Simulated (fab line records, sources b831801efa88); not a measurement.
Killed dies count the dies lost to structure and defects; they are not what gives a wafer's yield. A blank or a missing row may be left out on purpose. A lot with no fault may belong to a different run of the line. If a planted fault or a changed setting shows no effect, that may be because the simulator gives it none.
One fault seen from 2 desks | flow gf180mcu | each desk holds nothing but its own numbers, with what lay behind them at the end

## AT THE METROLOGY DESK
What the gauges read for every lot (on any tool): the sampled wafers with a number, averaged. Any lot whose mean is over 4 standard deviations away from the usual mean is out of limits and marked OUT; that distance is given in the brackets.
Columns: A = V3_W_RS at GF_V3_RS_MEAS_24, usual 0.327 ohm/sq; B = V3_W_THK at GF_V3_THK_MEAS_25, usual 360 nm; C = M4_ALCU_RS at GF_M4_RS_MEAS_05, usual 0.0696 ohm/sq; D = M4_ALCU_THK at GF_M4_THK_MEAS_06, usual 452 nm
lot  | first seen here | A     | B   | C                | D
L909 | day 22 19:23    | 0.329 | 354 | 0.0686           | 463
L921 | day 26 12:08    | 0.329 | 353 | 0.0858 (+15) OUT | 374 (-9.3) OUT
L929 | day 28 21:59    | 0.326 | 359 | 0.0698           | 451
L931 | day 29 10:40    | 0.332 | 363 | 0.0696           | 446
L932 | day 29 16:59    | 0.327 | 360 | 0.0703           | 442
Finding of this desk: L921 out of limits, first seen on L921 at day 26 12:50 (M4_ALCU_RS at GF_M4_RS_MEAS_05). Within limits: L909, L929, L931, L932.

## DESK OF THE TOOL OWNER: pvd_sputter-01
The tool's own readings at GF_M4_SPUTTER_02 (material AlCu, target thk 450 nm, time 23.9 s): means of the sampled wafers that have a number, for each lot that ran on this tool. Any lot whose mean is over 4 standard deviations away from the usual mean is out of limits and marked OUT; that distance is given in the brackets.
Columns: A = throttle_valve_pct at GF_M4_SPUTTER_02, usual 30.3 %
lot  | first seen here | A
L921 | day 26 12:44    | 30.0
L929 | day 28 22:51    | 29.7
L932 | day 29 17:35    | 30.2
This desk found nothing out of limits on any of the 3 lots.

## PUT TOGETHER
Metrology desk: alarm possible at day 26 12:50 on L921.
Nothing out of limits was seen by the tool owner's desk.
Tool owner's desk: L921 on record, inside its limits.
Of the lots named, all ran GF_M4_SPUTTER_02 on pvd_sputter-01.

## WHAT THE SIMULATOR HAD PUT IN
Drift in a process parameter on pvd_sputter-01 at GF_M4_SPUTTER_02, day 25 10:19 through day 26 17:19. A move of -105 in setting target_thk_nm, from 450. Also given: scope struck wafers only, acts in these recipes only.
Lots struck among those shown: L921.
Hours from the fault's start to each desk's first reading out of limits: the metrology desk, 27.
